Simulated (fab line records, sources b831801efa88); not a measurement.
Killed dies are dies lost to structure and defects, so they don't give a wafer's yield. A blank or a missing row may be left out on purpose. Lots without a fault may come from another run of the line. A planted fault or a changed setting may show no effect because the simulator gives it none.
Which tool did it? | flow sky130 | 15 lots, 45 wafers sampled, at 4 steps of a route of 708

WHAT THE GAUGES READ, wafer by wafer
The record holds no reading of a measuring or inspecting step that can be judged against a usual standard deviation.

WHICH TOOL RAN EACH LOT (tool, then ch and the chambers of the sampled wafers, then the start)
lot  | SKY_METAL3_SPUTTER_00        | SKY_METAL3_SPUTTER_01        | SKY_CAP2M_SPUTTER_02         | SKY_METAL5_EXPOSE_11
L230 | pvd_sputter-02, day 37 00:49 | pvd_sputter-02, day 37 00:50 | pvd_sputter-02, day 40 09:17 | iline_stepper-01 ch 0, day 43 22:35
L231 | pvd_sputter-03, day 37 03:29 | pvd_sputter-03, day 37 03:31 | pvd_sputter-02, day 40 10:53 | iline_stepper-01 ch 0, day 44 01:06
L232 | pvd_sputter-01, day 37 05:53 | pvd_sputter-01, day 37 05:55 | pvd_sputter-03, day 40 13:29 | iline_stepper-02 ch 0, day 44 02:25
L233 | pvd_sputter-02, day 37 08:26 | pvd_sputter-02, day 37 08:28 | pvd_sputter-03, day 40 15:02 | iline_stepper-01, day 44 05:11
L235 | pvd_sputter-01, day 38 05:40 | pvd_sputter-01, day 38 05:41 | pvd_sputter-01, day 41 11:23 | iline_stepper-01, day 44 23:24
L234 | pvd_sputter-02, day 38 08:01 | pvd_sputter-02, day 38 08:02 | pvd_sputter-01, day 41 13:26 | iline_stepper-01, day 45 01:49
L236 | pvd_sputter-01, day 38 12:32 | pvd_sputter-01, day 38 12:33 | pvd_sputter-02, day 41 18:25 | iline_stepper-02 ch 0, day 45 06:21
L243 | pvd_sputter-03, day 40 16:52 | pvd_sputter-03, day 40 16:53 | pvd_sputter-02, day 43 19:14 | iline_stepper-01 ch 0, day 47 02:08
L245 | pvd_sputter-03, day 41 07:33 | pvd_sputter-03, day 41 07:34 | pvd_sputter-01, day 44 09:28 | iline_stepper-02 ch 0, day 47 14:01
L246 | pvd_sputter-02, day 41 11:08 | pvd_sputter-02, day 41 11:09 | pvd_sputter-03, day 44 13:02 | iline_stepper-01 ch 0, day 47 17:17
L247 | pvd_sputter-02, day 41 23:41 | pvd_sputter-02, day 41 23:43 | pvd_sputter-02, day 44 23:28 | iline_stepper-01 ch 0, day 48 03:38
L248 | pvd_sputter-01, day 42 07:58 | pvd_sputter-01, day 42 07:59 | pvd_sputter-02, day 45 08:04 | iline_stepper-02 ch 0, day 48 10:27
L249 | pvd_sputter-01, day 42 09:12 | pvd_sputter-01, day 42 09:13 | pvd_sputter-03, day 45 09:40 | iline_stepper-01 ch 0, day 48 11:19
L250 | pvd_sputter-01, day 42 16:11 | pvd_sputter-01, day 42 16:12 | pvd_sputter-01, day 45 15:26 | iline_stepper-01 ch 0, day 48 16:41
L252 | pvd_sputter-01, day 43 04:42 | pvd_sputter-01, day 43 04:43 | pvd_sputter-02, day 46 03:20 | iline_stepper-01 ch 0, day 49 02:52
- SKY_METAL3_SPUTTER_00: material Ti, target thk 15 nm, time 10 s.
- SKY_METAL3_SPUTTER_01: material TiN, target thk 20 nm, time 16.7 s.
- SKY_CAP2M_SPUTTER_02: material TiN, target thk 200 nm, time 166.7 s.
- SKY_METAL5_EXPOSE_11: exposes mask MM5, target cd 1600 nm.

WHAT THE TOOLS THEMSELVES READ (means of the sampled wafers that have a number; where no wafer has one, the mark that the record gives instead)
SKY_METAL3_SPUTTER_00.
lot  | tool           | throttle_valve_pct (%)
L230 | pvd_sputter-02 | 29.0
L231 | pvd_sputter-03 | 29.8
L232 | pvd_sputter-01 | 31.1
L233 | pvd_sputter-02 | 28.7
L235 | pvd_sputter-01 | 31.1
L234 | pvd_sputter-02 | 29.8
L236 | pvd_sputter-01 | 30.9
L243 | pvd_sputter-03 | 29.9
L245 | pvd_sputter-03 | 30.1
L246 | pvd_sputter-02 | 28.8
L247 | pvd_sputter-02 | 29.8
L248 | pvd_sputter-01 | 31.2
L249 | pvd_sputter-01 | 31.1
L250 | pvd_sputter-01 | 30.7
L252 | pvd_sputter-01 | 31.0

SKY_METAL3_SPUTTER_01.
lot  | tool           | throttle_valve_pct (%)
L230 | pvd_sputter-02 | 28.8
L231 | pvd_sputter-03 | 30.0
L232 | pvd_sputter-01 | 31.2
L233 | pvd_sputter-02 | 28.9
L235 | pvd_sputter-01 | 30.9
L234 | pvd_sputter-02 | 29.8
L236 | pvd_sputter-01 | 30.9
L243 | pvd_sputter-03 | 29.8
L245 | pvd_sputter-03 | 30.3
L246 | pvd_sputter-02 | 28.9
L247 | pvd_sputter-02 | 29.8
L248 | pvd_sputter-01 | 30.9
L249 | pvd_sputter-01 | 31.2
L250 | pvd_sputter-01 | 30.7
L252 | pvd_sputter-01 | 30.8

SKY_CAP2M_SPUTTER_02.
lot  | tool           | substrate_temp_c (C) | throttle_valve_pct (%)
L230 | pvd_sputter-02 | 299.99               | 28.9
L231 | pvd_sputter-02 | 300.13               | 28.9
L232 | pvd_sputter-03 | 300.11               | 30.2
L233 | pvd_sputter-03 | 299.85               | 30.2
L235 | pvd_sputter-01 | 299.95               | 31.4
L234 | pvd_sputter-01 | 300.04               | 31.3
L236 | pvd_sputter-02 | 300.12               | 29.9
L243 | pvd_sputter-02 | 299.94               | 28.9
L245 | pvd_sputter-01 | 300.02               | 31.1
L246 | pvd_sputter-03 | 299.95               | 30.0
L247 | pvd_sputter-02 | 300.02               | 28.9
L248 | pvd_sputter-02 | 299.94               | 29.6
L249 | pvd_sputter-03 | 300.04               | 29.8
L250 | pvd_sputter-01 | 300.08               | 31.3
L252 | pvd_sputter-02 | 299.98               | 29.7

SKY_METAL5_EXPOSE_11.
lot  | tool             | exposure_dose_mJ_cm2 | focus_offset_nm (nm)
L230 | iline_stepper-01 | 189.92               | -0.8
L231 | iline_stepper-01 | 189.91               | -0.3
L232 | iline_stepper-02 | 190.07               | 0.2
L233 | iline_stepper-01 | -                    | -
L235 | iline_stepper-01 | -                    | -
L234 | iline_stepper-01 | -                    | -
L236 | iline_stepper-02 | 189.94               | 0.6
L243 | iline_stepper-01 | 190.12               | -0.3
L245 | iline_stepper-02 | 190.05               | 0.6
L246 | iline_stepper-01 | 189.96               | 0.1
L247 | iline_stepper-01 | 189.80               | 0.0
L248 | iline_stepper-02 | 190.04               | 0.0
L249 | iline_stepper-01 | 189.95               | -0.1
L250 | iline_stepper-01 | 189.75               | 0.2
L252 | iline_stepper-01 | 190.19               | -0.6

THE ANSWER, worked out from the rows above alone
Rule: what is usual is taken from the lots themselves. Put in order of their means at a reading, lots are off if they are a third of the lots or fewer, leave a main group of 4 or more, and stand apart from it by a gap of 3 or more times the standard deviation of the main group's means; of several such gaps the widest counts. A main group whose means are all the same, to the digits that the tables above print for the reading, isn't used. A lot without any number at a reading at which 4 lots or more have one is off too. The other lots that the step has rows for count as sound. The gauges are gone through in route order, then the tools' own readings, and for those a lot's mean is taken as printed above. The first step at which some lot is off is used, and at that step the reading that is off furthest; a lot without a number counts as furthest.
Off: L233, L235, L234, at SKY_METAL5_EXPOSE_11 (exposure_dose_mJ_cm2). Without a number there: L233, L235, L234. The main group: mean 189.97, standard deviation 0.12.
A tool fits if, at that step or a process step before it, it ran every lot that is off, and no sound lot after the first of them. None of those tried fits.

WHAT THE SIMULATOR HAD PUT IN
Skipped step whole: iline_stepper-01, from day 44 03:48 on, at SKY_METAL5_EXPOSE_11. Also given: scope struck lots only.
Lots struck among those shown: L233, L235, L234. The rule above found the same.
